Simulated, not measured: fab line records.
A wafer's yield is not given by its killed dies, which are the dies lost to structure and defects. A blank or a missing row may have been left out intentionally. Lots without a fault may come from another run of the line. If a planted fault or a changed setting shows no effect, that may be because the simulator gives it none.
Struck lot and sound lot, side by side    flow sky130    15 out of 708 route steps
Sound: wafers L581.3, L581.5, L581.6. Struck: wafers L593.4, L593.5 (left out: L593.3, a lot-mate that was not struck); the cause follows at the end.
At each step with rows: each side's tool, then ch and its chambers, then its first start. Under that, the readings that differ: sound wafers    struck wafers    difference of the means    sigmas: that difference in standard deviations of wafers without a fault.
alike: readings whose means differ by less than 2 such deviations, and words and numbers that are the same on both sides. not compared: withheld readings, readings that some wafer has no value for, bounds like >300 that may hide the same value, and numbers for which the record gives no deviation and whose values overlap.
The two part at a step that has a row with sigmas, a row that says differs or no value, or rows on one side only. Non-overlapping numbers with no deviation appear without sigmas and do not part them. Lack of a reading on every wafer of one side parts them only where that side has two or more wafers.

first, 3 steps without rows for these wafers: SKY_RES_PROTECT_PEB_05; SKY_RES_PROTECT_DEVELOP_06 (develop time 60 s); SKY_POLY_GATE_IMPLANT_02.
SKY_RES_PROTECT_STRIP_07: strips in O2/N2.
  sound on plasma asher-03 ch 0,1, day 15 00:07; struck on plasma asher-03 ch 1, day 19 19:46
reading                sound              struck       difference  sigmas
oes product au (a.u.)  0.517 0.518 0.520  0.506 0.507  -0.012      -3
  alike: drypump motor current A, strip time to endpoint s
  not compared: rf hours counter h
SKY_RES_PROTECT_TW_MEAS_08:
  sound on film metro-03, day 15 00:12; struck on film metro-04, day 19 19:51
  alike: POLY_GATE_TW
then, 2 steps without rows for these wafers: SKY_RES_PROTECT_CLEAN_09 (cleans in SC1/SC2, time 150 s); SKY_POLY_GATE_CVD_03 (deposits Si3N4 from DCS/NH3, target thk 75 nm, time 1290 s).
SKY_POLY_GATE_THK_MEAS_04:
  sound on film metro-04, day 15 01:40; struck on film metro-01, day 19 21:19
  alike: POLY_GATE_CVD_03_THK
then, 4 steps without rows for these wafers: SKY_POLY_GATE_DEHYDRATE_05 (time 60 s); SKY_POLY_GATE_HMDS_06 (prime time 60 s); SKY_POLY_GATE_COAT_07 (resist thk 110 nm); SKY_POLY_GATE_COAT_08 (resist thk 450 nm).
SKY_POLY_GATE_SOFTBAKE_09: time 90 s.
  sound on litho track-02 ch 0, day 15 15:00; struck on litho track-04 ch 0, day 20 11:00
reading           sound              struck       difference  sigmas
run length s (s)  119.0 119.2 118.8  123.1 123.1  +4.1        +13
then, 1 step without rows for these wafers: SKY_POLY_GATE_EXPOSE_10 (exposes mask P1M, target cd 150 nm).
SKY_PAD_OPEN_PROBE_99:
  rows exist in the record for the sound wafers here (prober-02, day 45 22:37), none for the struck ones

== WHERE THEY PART ==
Earliest at SKY_RES_PROTECT_STRIP_07; latest, in this record, at SKY_PAD_OPEN_PROBE_99.

WHY: the cause the simulator had injected
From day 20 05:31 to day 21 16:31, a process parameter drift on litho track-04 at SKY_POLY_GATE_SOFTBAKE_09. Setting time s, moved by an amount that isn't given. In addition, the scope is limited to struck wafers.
